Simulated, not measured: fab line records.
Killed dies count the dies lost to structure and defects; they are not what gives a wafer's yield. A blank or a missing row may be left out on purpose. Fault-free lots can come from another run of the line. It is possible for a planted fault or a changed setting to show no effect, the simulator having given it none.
fab line records	flow gf180mcu
record lots=5	wafers=23
route steps=602 shown HV_LDD@190 NSD@239 PSD@257 SAB@264
startH: hours from the record's opening day to when the first of the lot's shown wafers began	waitH: hours from the lot's prior step to this one	" the same as in the row above	L1.1+2: one row covering several wafers at once	- either no value or no given start	* or withheld: withheld	< > ~ a bound
route shown NAME@n: names a module that has steps shown in the file, with the first one's number in the route	usual: mean/standard deviation taken from wafers without a fault	same: alike in all rows	chamber/n: place in a boat	sites: readings site by site	_std_site: their standard deviation	_edge_site: outer sites' mean less inner sites'	radiusMm: how far each site lies from the wafer's centre	mask NAME#n: copy n	behind: the last tool/chamber to shape the wafer	hold: the reason the lot was held/the length of the hold in hours/how it ended	device: which transistor (n, p or np) failed to switch	end of line: at the end of the route, the tests of the same wafers	a step with no rows: only its recipe	killed: the dies lost at the first sort to structure and to defects; this is not the yield of the wafer	map: a wafer's dies, marking killed ones x, the rest . and places with no die _
set.NAME: the setting the step ran with; set.NAME@STEP: the setting that earlier step ran with	model.NAME: the simulator's own value behind a step, which no gauge read
lots run with intentionally changed settings; tables by step, rows by wafer
## steps
# step GF_HV_LDD_COAT_14
# recipe resist=NOVOLAK	spinRpm=3000	resistThkNm=1000
lot.wafer	tool	chamber	startH	waitH	set.resistThkNm
L075.1+2+4+5+6	lithoTrack-01	0	230.47	0.1	1000
L078.2+4+6	lithoTrack-03	0	264.88	0.1	1000
L077.1+2+3+4+6	lithoTrack-03	0	266.50	0.1	1000
L081.2+3+6	lithoTrack-01	0	281.10	0.1	1000
L081.4+5	"	0	"	"	967.5
L082.1+3+5	lithoTrack-02	0	303.39	0.1	1026
L082.2+6	"	0	"	"	1000
# step GF_HV_LDD_SOFTBAKE_15
# recipe tempC=90	timeS=60	resist=NOVOLAK
# step GF_HV_LDD_EXPOSE_16
# recipe maskId=Pplus_LV_AREA	targetCdNm=400	na=0.6	sourceShape=conventional	sigmaOuter=0.6	doseMj=140
# step GF_HV_LDD_IMPLANT_21
# recipe species=BF2	energyKev=25	doseCm2=4.852e+13	tiltDeg=7
# step GF_HV_LDD_STRIP_22
# recipe chemistry=O2/N2	powerW=1400	pressureMtorr=1500	platenTempC=250	o2FlowSccm=3000	n2FlowSccm=300	overashFraction=0.5
# usual stripTimeToEndpointS=12.62/0.042
lot.wafer	tool	chamber	startH	waitH	set.resistThkNm@HV_LDD_COAT_14	stripTimeToEndpointS
L075.1	plasmaAsher-02	0	240.65	0.1	1000	12.58
L075.2	"	1	"	"	1000	12.65
L075.4	"	1	"	"	1000	12.59
L075.5	"	1	"	"	1000	12.63
L075.6	"	0	"	"	1000	12.60
L078.2	plasmaAsher-04	0	274.18	0.1	1000	12.64
L078.4	"	0	"	"	1000	12.68
L078.6	"	0	"	"	1000	12.66
L077.1	plasmaAsher-04	0	275.78	0.1	1000	12.68
L077.2	"	1	"	"	1000	12.66
L077.3	"	0	"	"	1000	12.68
L077.4	"	1	"	"	1000	12.66
L077.6	"	0	"	"	1000	12.67
L081.2	plasmaAsher-04	0	290.53	0.1	1000	12.58
L081.3	"	0	"	"	1000	12.58
L081.4	"	1	"	"	967.5	12.22
L081.5	"	0	"	"	967.5	12.18
L081.6	"	1	"	"	1000	12.56
L082.1	plasmaAsher-03	0	313.36	0.1	1026	12.88
L082.2	"	1	"	"	1000	12.63
L082.3	"	1	"	"	1026	12.86
L082.5	"	0	"	"	1026	12.86
L082.6	"	1	"	"	1000	12.62
# step GF_HV_LDD_CVD_56
# recipe material=Si3N4	precursor=DCS/NH3	targetThkNm=90	tempC=770	timeS=1543	pressureMtorr=250
lot.wafer	tool	chamber	startH	waitH	set.timeS
L075.1+2+4+5+6	-	-	-	0.1	1683
L078.2+4+6	lpcvd-01	1	314.22	0.0	1543
L077.1+2+3+4+6	-	-	-	0.4	1708
L081.2+3+4+5+6	-	-	-	0.0	1347
L082.1+2+3+5+6	-	-	-	0.3	1543
# step GF_HV_LDD_ETCHBACK_58
# recipe chemistry=CH3F/O2	target=Si3N4	stopOn=SiO2	sourceW=400	biasW=80	pressureMtorr=25	ch3fFlowSccm=40	O2_flow_sccm=30	timeS=100	targetDepthA=900
# usual oesProductAu=0.844/0.0067
lot.wafer	tool	chamber	startH	waitH	set.timeS@HV_LDD_CVD_56	oesProductAu
L075.1	rieDiel-03	1	280.36	0.1	1683	0.882
L075.2	"	0	"	"	1683	0.899
L075.4	"	2	"	"	1683	0.897
L075.5	"	0	"	"	1683	0.889
L075.6	"	1	"	"	1683	0.898
L078.2	rieDiel-02	3	315.71	0.0	1543	0.841
L078.4	"	0	"	"	1543	0.848
L078.6	"	1	"	"	1543	0.854
L077.1	rieDiel-02	1	319.26	0.1	1708	0.891
L077.2	"	3	"	"	1708	0.884
L077.3	"	2	"	"	1708	0.896
L077.4	"	0	"	"	1708	0.890
L077.6	"	0	"	"	1708	0.886
L081.2	rieDiel-03	2	332.79	0.0	1347	0.790
L081.3	"	1	"	"	1347	0.773
L081.4	"	3	"	"	1347	0.783
L081.5	"	0	"	"	1347	0.787
L081.6	"	3	"	"	1347	0.782
L082.1	rieDiel-04	2	357.77	0.1	1543	0.850
L082.2	"	0	"	"	1543	0.857
L082.3	"	1	"	"	1543	0.845
L082.5	"	2	"	"	1543	0.855
L082.6	"	1	"	"	1543	0.855
# step GF_NSD_EXPOSE_04
# recipe maskId=Nplus	targetCdNm=400	na=0.6	sourceShape=conventional	sigmaOuter=0.6	doseMj=140
lot.wafer	tool	chamber	startH	waitH	mask	set.doseMj
L075.1+2	ilineStepper-02	0	-	-	Nplus#0	140
L075.4+5+6	"	0	"	"	Nplus#0	148.6
L078.2+4+6	ilineStepper-02	0	-	-	Nplus#0	140
L077.1+3	ilineStepper-02	0	-	-	Nplus#0	140
L077.2+4+6	"	0	"	"	Nplus#0	134.3
L081.2+5+6	ilineStepper-01	0	-	-	Nplus#0	147.4
L081.3+4	"	0	"	"	Nplus#0	140
L082.1+6	ilineStepper-01	0	-	-	Nplus#0	140
L082.2+3+5	"	0	"	"	Nplus#0	133.4
# step GF_NSD_PEB_05
# recipe tempC=withheld	timeS=*	resist=NOVOLAK
# step GF_NSD_DEVELOP_06
# recipe developTimeS=62.17	devTempC=23
lot.wafer	tool	chamber	startH	waitH	set.doseMj@NSD_EXPOSE_04	model.NSD.cdNm
L075.1	lithoTrack-02	0	297.39	0.1	140	400.8
L075.2	"	0	"	"	140	401.3
L075.4	"	0	"	"	148.6	417.4
L075.5	"	0	"	"	148.6	417.1
L075.6	"	0	"	"	148.6	418.2
L078.2	lithoTrack-02	0	334.96	0.1	140	399.8
L078.4	"	0	"	"	140	399.5
L078.6	"	0	"	"	140	398.9
L077.1	lithoTrack-03	0	339.05	0.1	140	402
L077.2	"	0	"	"	134.3	388.3
L077.3	"	0	"	"	140	402.8
L077.4	"	0	"	"	134.3	389.4
L077.6	"	0	"	"	134.3	388.7
L081.2	lithoTrack-02	0	352.56	0.1	147.4	418.1
L081.3	"	0	"	"	140	402.2
L081.4	"	0	"	"	140	403.9
L081.5	"	0	"	"	147.4	417.8
L081.6	"	0	"	"	147.4	416.4
L082.1	lithoTrack-04	0	378.87	0.1	140	401.7
L082.2	"	0	"	"	133.4	387.4
L082.3	"	0	"	"	133.4	388.6
L082.5	"	0	"	"	133.4	391.9
L082.6	"	0	"	"	140	402.2
# step GF_NSD_CD_MEAS_07
# recipe targetCdNm=400
# usual cdNm=400.7/2
lot.wafer	tool	chamber	startH	waitH	set.doseMj@NSD_EXPOSE_04	cdNm
L075.1	cdSem-02	-	297.54	0.1	140	401.0
L075.2	"	-	"	"	140	401.5
L075.4	"	-	"	"	148.6	417.3
L075.5	"	-	"	"	148.6	417.2
L075.6	"	-	"	"	148.6	418.0
L078.2	cdSem-02	-	335.11	0.1	140	399.8
L078.4	"	-	"	"	140	399.4
L078.6	"	-	"	"	140	399.3
L077.1	cdSem-01	-	339.20	0.1	140	402.2
L077.2	"	-	"	"	134.3	388.1
L077.3	"	-	"	"	140	402.9
L077.4	"	-	"	"	134.3	389.2
L077.6	"	-	"	"	134.3	388.8
L081.2	cdSem-02	-	352.71	0.1	147.4	418.5
L081.3	"	-	"	"	140	402.3
L081.4	"	-	"	"	140	403.9
L081.5	"	-	"	"	147.4	417.7
L081.6	"	-	"	"	147.4	416.5
L082.1	cdSem-01	-	379.02	0.1	140	401.6
L082.2	"	-	"	"	133.4	387.7
L082.3	"	-	"	"	133.4	388.5
L082.5	"	-	"	"	133.4	392.1
L082.6	"	-	"	"	140	402.5
# step GF_NSD_IMPLANT_09
# recipe species=As	energyKev=60	doseCm2=4e+15	tiltDeg=7
lot.wafer	tool	chamber	startH	waitH	set.energyKev	model.implant.rpNm	model.implant.drpNm
L075.1+2+4+5+6	implanter-03	0	297.70	0.0	60	37.75	16.15
L078.2+4+6	implanter-03	0	335.27	0.0	60	36.4	16.15
L077.1+4	implanter-03	0	339.36	0.0	64.29	40.05	17.03
L077.2+3+6	"	0	"	"	60	37.8	16.15
L081.2+3+4	implanter-03	0	352.87	0.0	60	36.98	16.15
L081.5+6	"	0	"	"	56.75	35.32	15.48
L082.1+5	implanter-03	0	379.17	0.0	60	37.22	16.15
L082.2+3+6	"	0	"	"	55.16	34.72	15.15
# step GF_NSD_IMPLANT_10
# recipe species=P	energyKev=40	doseCm2=5e+14	tiltDeg=7
# step GF_NSD_STRIP_11
# recipe chemistry=O2/N2	powerW=1400	pressureMtorr=1500	platenTempC=250	o2FlowSccm=3000	n2FlowSccm=300	overashFraction=0.5
# usual stripTimeToEndpointS=22.95/0.037
lot.wafer	tool	chamber	startH	waitH	set.energyKev@NSD_IMPLANT_09	stripTimeToEndpointS
L075.1	plasmaAsher-01	0	298.00	0.1	60	22.89
L075.2	"	1	"	"	60	22.90
L075.4	"	0	"	"	60	22.94
L075.5	"	1	"	"	60	22.95
L075.6	"	0	"	"	60	22.97
L078.2	plasmaAsher-01	0	335.55	0.1	60	22.96
L078.4	"	0	"	"	60	22.96
L078.6	"	0	"	"	60	22.93
L077.1	plasmaAsher-01	0	339.66	0.1	64.29	23.55
L077.2	"	1	"	"	60	22.94
L077.3	"	0	"	"	60	22.96
L077.4	"	1	"	"	64.29	23.55
L077.6	"	1	"	"	60	22.92
L081.2	plasmaAsher-01	0	353.15	0.1	60	22.98
L081.3	"	0	"	"	60	23.02
L081.4	"	1	"	"	60	22.99
L081.5	"	0	"	"	56.75	22.55
L081.6	"	1	"	"	56.75	22.54
L082.1	plasmaAsher-01	0	379.47	0.1	60	22.91
L082.2	"	1	"	"	55.16	22.27
L082.3	"	1	"	"	55.16	22.26
L082.5	"	1	"	"	60	22.94
L082.6	"	0	"	"	55.16	22.26
# step GF_NSD_TW_MEAS_12
# usual NSD_TW=4268/24
lot.wafer	tool	chamber	startH	waitH	set.energyKev@NSD_IMPLANT_09	NSD_TW
L075.1	filmMetro-03	-	298.10	0.1	60	4325
L075.2	"	-	"	"	60	4321
L075.4	"	-	"	"	60	4313
L075.5	"	-	"	"	60	4303
L075.6	"	-	"	"	60	4276
L078.2	filmMetro-01	-	335.66	0.1	60	4231
L078.4	"	-	"	"	60	4232
L078.6	"	-	"	"	60	4216
L077.1	filmMetro-01	-	339.76	0.1	64.29	4328
L077.2	"	-	"	"	60	4284
L077.3	"	-	"	"	60	4293
L077.4	"	-	"	"	64.29	4340
L077.6	"	-	"	"	60	4278
L081.2	filmMetro-02	-	353.26	0.1	60	4284
L081.3	"	-	"	"	60	4289
L081.4	"	-	"	"	60	4282
L081.5	"	-	"	"	56.75	4227
L081.6	"	-	"	"	56.75	4246
L082.1	filmMetro-03	-	379.66	0.2	60	4298
L082.2	"	-	"	"	55.16	4202
L082.3	"	-	"	"	55.16	4216
L082.5	"	-	"	"	60	4297
L082.6	"	-	"	"	55.16	4212
# step GF_PSD_IMPLANT_09
# recipe species=BF2	energyKev=40	doseCm2=1.5e+15	tiltDeg=7
lot.wafer	tool	chamber	startH	waitH	set.energyKev	model.implant.rpNm	model.implant.drpNm
L075.1+4+6	implanter-02	0	317.48	0.0	43.33	31.7	16.79
L075.2+5	"	0	"	"	40	29.69	15.87
L078.2+4+6	implanter-02	0	357.00	0.0	40	30.13	15.87
L077.1+6	implanter-02	0	361.82	0.0	41.86	30.58	16.39
L077.2+3+4	"	0	"	"	40	29.46	15.87
L081.2+4+5	implanter-03	0	374.75	0.0	37.27	29.12	15.11
L081.3+6	"	0	"	"	40	30.86	15.87
L082.1+2+3	implanter-03	0	402.50	0.0	41.99	31.75	16.42
L082.5+6	"	0	"	"	40	30.51	15.87
# step GF_PSD_STRIP_10
# recipe chemistry=O2/N2	powerW=1400	pressureMtorr=1500	platenTempC=250	o2FlowSccm=3000	n2FlowSccm=300	overashFraction=0.5
# usual stripTimeToEndpointS=16.533/0.028
lot.wafer	tool	chamber	startH	waitH	set.energyKev@PSD_IMPLANT_09	stripTimeToEndpointS
L075.1	plasmaAsher-02	1	317.63	0.1	43.33	16.848
L075.2	"	0	"	"	40	16.509
L075.4	"	0	"	"	43.33	16.829
L075.5	"	1	"	"	40	16.521
L075.6	"	0	"	"	43.33	16.834
L078.2	plasmaAsher-01	0	357.13	0.1	40	16.510
L078.4	"	0	"	"	40	16.504
L078.6	"	0	"	"	40	16.535
L077.1	plasmaAsher-04	1	361.97	0.1	41.86	16.712
L077.2	"	0	"	"	40	16.576
L077.3	"	0	"	"	40	16.508
L077.4	"	1	"	"	40	16.529
L077.6	"	1	"	"	41.86	16.690
L081.2	plasmaAsher-02	0	374.87	0.1	37.27	16.268
L081.3	"	0	"	"	40	16.502
L081.4	"	1	"	"	37.27	16.231
L081.5	"	0	"	"	37.27	16.254
L081.6	"	1	"	"	40	16.525
L082.1	plasmaAsher-04	0	402.65	0.1	41.99	16.679
L082.2	"	1	"	"	41.99	16.690
L082.3	"	1	"	"	41.99	16.697
L082.5	"	0	"	"	40	16.506
L082.6	"	1	"	"	40	16.539
# step GF_PSD_TW_MEAS_11
# usual PSD_TW=3197/16
lot.wafer	tool	chamber	startH	waitH	set.energyKev@PSD_IMPLANT_09	PSD_TW
L075.1	filmMetro-01	-	317.73	0.1	43.33	3217
L075.2	"	-	"	"	40	3165
L075.4	"	-	"	"	43.33	3236
L075.5	"	-	"	"	40	3171
L075.6	"	-	"	"	43.33	3250
L078.2	filmMetro-01	-	357.24	0.1	40	3195
L078.4	"	-	"	"	40	3183
L078.6	"	-	"	"	40	3185
L077.1	filmMetro-01	-	362.07	0.1	41.86	3226
L077.2	"	-	"	"	40	3187
L077.3	"	-	"	"	40	3205
L077.4	"	-	"	"	40	3178
L077.6	"	-	"	"	41.86	3221
L081.2	filmMetro-03	-	374.98	0.1	37.27	3142
L081.3	"	-	"	"	40	3224
L081.4	"	-	"	"	37.27	3148
L081.5	"	-	"	"	37.27	3151
L081.6	"	-	"	"	40	3221
L082.1	filmMetro-01	-	402.75	0.1	41.99	3236
L082.2	"	-	"	"	41.99	3236
L082.3	"	-	"	"	41.99	3251
L082.5	"	-	"	"	40	3211
L082.6	"	-	"	"	40	3170
# step GF_PSD_CLEAN_12
# recipe chemistry=SC1/SC2	mix=1:4:20	tempC=70	timeS=150	dry=n2Spin
# step GF_PSD_RTA_13
# recipe tempC=1025	timeS=20	ambient=N2
# step GF_PSD_RS_MEAS_14
# recipe thkMeasGauge=four-point-probe
# usual NSD_RS=46.10/0.077
lot.wafer	tool	chamber	startH	waitH	set.energyKev@NSD_IMPLANT_09	NSD_RS[ohm/sq]
L075.1	filmMetro-02	-	317.92	0.1	60	46.12
L075.2	"	-	"	"	60	46.20
L075.4	"	-	"	"	60	46.16
L075.5	"	-	"	"	60	46.21
L075.6	"	-	"	"	60	46.26
L078.2	filmMetro-01	-	357.53	0.1	60	46.23
L078.4	"	-	"	"	60	46.21
L078.6	"	-	"	"	60	46.13
L077.1	filmMetro-01	-	362.27	0.1	64.29	44.86
L077.2	"	-	"	"	60	46.10
L077.3	"	-	"	"	60	46.11
L077.4	"	-	"	"	64.29	44.81
L077.6	"	-	"	"	60	46.14
L081.2	filmMetro-02	-	375.33	0.1	60	46.17
L081.3	"	-	"	"	60	46.21
L081.4	"	-	"	"	60	46.13
L081.5	"	-	"	"	56.75	46.96
L081.6	"	-	"	"	56.75	47.11
L082.1	filmMetro-03	-	402.94	0.1	60	46.16
L082.2	"	-	"	"	55.16	47.45
L082.3	"	-	"	"	55.16	47.52
L082.5	"	-	"	"	60	46.09
L082.6	"	-	"	"	55.16	47.47
# step GF_PSD_RS_MEAS_15
# recipe thkMeasGauge=four-point-probe
# usual PSD_RS=108.45/0.26
lot.wafer	tool	chamber	startH	waitH	set.energyKev@PSD_IMPLANT_09	PSD_RS[ohm/sq]
L075.1	filmMetro-02	-	318.04	0.1	43.33	104.65
L075.2	"	-	"	"	40	108.66
L075.4	"	-	"	"	43.33	104.80
L075.5	"	-	"	"	40	108.97
L075.6	"	-	"	"	43.33	104.95
L078.2	filmMetro-01	-	357.65	0.1	40	108.85
L078.4	"	-	"	"	40	108.86
L078.6	"	-	"	"	40	108.48
L077.1	filmMetro-01	-	362.39	0.1	41.86	106.26
L077.2	"	-	"	"	40	108.20
L077.3	"	-	"	"	40	108.31
L077.4	"	-	"	"	40	108.65
L077.6	"	-	"	"	41.86	106.22
L081.2	filmMetro-02	-	375.45	0.1	37.27	112.32
L081.3	"	-	"	"	40	108.69
L081.4	"	-	"	"	37.27	112.11
L081.5	"	-	"	"	37.27	111.97
L081.6	"	-	"	"	40	108.34
L082.1	filmMetro-03	-	403.06	0.1	41.99	106.23
L082.2	"	-	"	"	41.99	105.86
L082.3	"	-	"	"	41.99	105.86
L082.5	"	-	"	"	40	108.59
L082.6	"	-	"	"	40	108.12
# step GF_SAB_CVD_00
# recipe material=SiO2	targetThkNm=50	precursor=TEOS	tempC=400	timeS=4.9302	rfW=600
lot.wafer	tool	chamber	startH	waitH	set.timeS	model.SiO2_of_SAB_CVD_00.thkNm
L075.1	pecvd-03	1	318.16	0.1	4.21	43.26
L075.2	"	0	"	"	4.9302	49.9
L075.4	"	2	"	"	4.21	43.31
L075.5	"	0	"	"	4.9302	50.67
L075.6	"	1	"	"	4.9302	51.21
L078.2	pecvd-02	1	357.75	0.1	4.9302	48.7
L078.4	"	1	"	"	4.9302	48.77
L078.6	"	2	"	"	4.9302	49.69
L077.1	pecvd-02	2	362.51	0.1	4.9302	49.44
L077.2	"	0	"	"	4.9302	49.9
L077.3	"	1	"	"	4.9302	49.29
L077.4	"	2	"	"	4.9302	50.91
L077.6	"	1	"	"	4.9302	49.3
L081.2	pecvd-03	2	375.55	0.1	4.9302	49.27
L081.3	"	0	"	"	4.9302	48.89
L081.4	"	0	"	"	4.9302	49.61
L081.5	"	1	"	"	4.9302	50.43
L081.6	"	2	"	"	4.9302	50.15
L082.1	pecvd-02	0	403.18	0.1	5.369	53.4
L082.2	"	1	"	"	5.369	53.23
L082.3	"	2	"	"	4.9302	49.5
L082.5	"	1	"	"	4.9302	49.66
L082.6	"	2	"	"	4.9302	50.45
# step GF_SAB_THK_MEAS_01
# recipe reads=SiO2_of_SAB_CVD_00
# usual SAB_CVD_00_THK=50.0/0.77
lot.wafer	tool	chamber	startH	waitH	set.timeS@SAB_CVD_00	SAB_CVD_00_THK[nm]
L075.1	filmMetro-04	-	318.18	0.0	4.21	43.2
L075.2	"	-	"	"	4.9302	49.9
L075.4	"	-	"	"	4.21	43.3
L075.5	"	-	"	"	4.9302	50.7
L075.6	"	-	"	"	4.9302	51.2
L078.2	filmMetro-03	-	357.78	0.0	4.9302	48.7
L078.4	"	-	"	"	4.9302	48.7
L078.6	"	-	"	"	4.9302	49.7
L077.1	filmMetro-03	-	362.53	0.0	4.9302	49.4
L077.2	"	-	"	"	4.9302	49.9
L077.3	"	-	"	"	4.9302	49.4
L077.4	"	-	"	"	4.9302	50.9
L077.6	"	-	"	"	4.9302	49.3
L081.2	filmMetro-03	-	375.58	0.0	4.9302	49.3
L081.3	"	-	"	"	4.9302	48.9
L081.4	"	-	"	"	4.9302	49.6
L081.5	"	-	"	"	4.9302	50.4
L081.6	"	-	"	"	4.9302	50.2
L082.1	filmMetro-01	-	403.20	0.0	5.369	53.4
L082.2	"	-	"	"	5.369	53.3
L082.3	"	-	"	"	4.9302	49.5
L082.5	"	-	"	"	4.9302	49.7
L082.6	"	-	"	"	4.9302	50.4
## key
split step=GF_HV_LDD_COAT_14	setting=resistThkNm	stated=1000	by=wafer
response step=GF_HV_LDD_STRIP_22	reading=stripTimeToEndpointS	change=*	per=1%	r=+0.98
split step=GF_HV_LDD_CVD_56	setting=timeS	stated=1543	by=lot
response step=GF_HV_LDD_ETCHBACK_58	reading=oesProductAu	change=+0.00472	per=1%	r=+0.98
split step=GF_NSD_EXPOSE_04	setting=doseMj	stated=140	by=wafer
response step=GF_NSD_DEVELOP_06	reading=model.NSD.cdNm	change=+2.8	per=1%	r=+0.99
response step=GF_NSD_CD_MEAS_07	reading=cdNm	change=+2.8	per=1%	r=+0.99
split step=GF_NSD_IMPLANT_09	setting=energyKev	stated=60	by=wafer
response step=GF_NSD_IMPLANT_09	reading=model.implant.rpNm	change=+0.311	per=1%	r=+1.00
response step=GF_NSD_IMPLANT_09	reading=model.implant.drpNm	change=+0.124	per=1%	r=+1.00
response step=GF_NSD_STRIP_11	reading=stripTimeToEndpointS	change=*	per=1%	r=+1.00
response step=GF_NSD_TW_MEAS_12	reading=NSD_TW	change=+9.06	per=1%	r=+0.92
response step=GF_PSD_RS_MEAS_14	reading=NSD_RS	change=-0.17	per=1%	r=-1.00
split step=GF_PSD_IMPLANT_09	setting=energyKev	stated=40	by=wafer
response step=GF_PSD_IMPLANT_09	reading=model.implant.rpNm	change=+0.246	per=1%	r=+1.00
response step=GF_PSD_IMPLANT_09	reading=model.implant.drpNm	change=+0.111	per=1%	r=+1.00
response step=GF_PSD_STRIP_10	reading=stripTimeToEndpointS	change=*	per=1%	r=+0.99
response step=GF_PSD_TW_MEAS_11	reading=PSD_TW	change=+9.07	per=1%	r=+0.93
response step=GF_PSD_RS_MEAS_15	reading=PSD_RS	change=-0.493	per=1%	r=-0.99
split step=GF_SAB_CVD_00	setting=timeS	stated=4.9302	by=wafer
response step=GF_SAB_CVD_00	reading=model.SiO2_of_SAB_CVD_00.thkNm	change=+0.47	per=1%	r=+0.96
response step=GF_SAB_THK_MEAS_01	reading=SAB_CVD_00_THK	change=+0.471	per=1%	r=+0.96
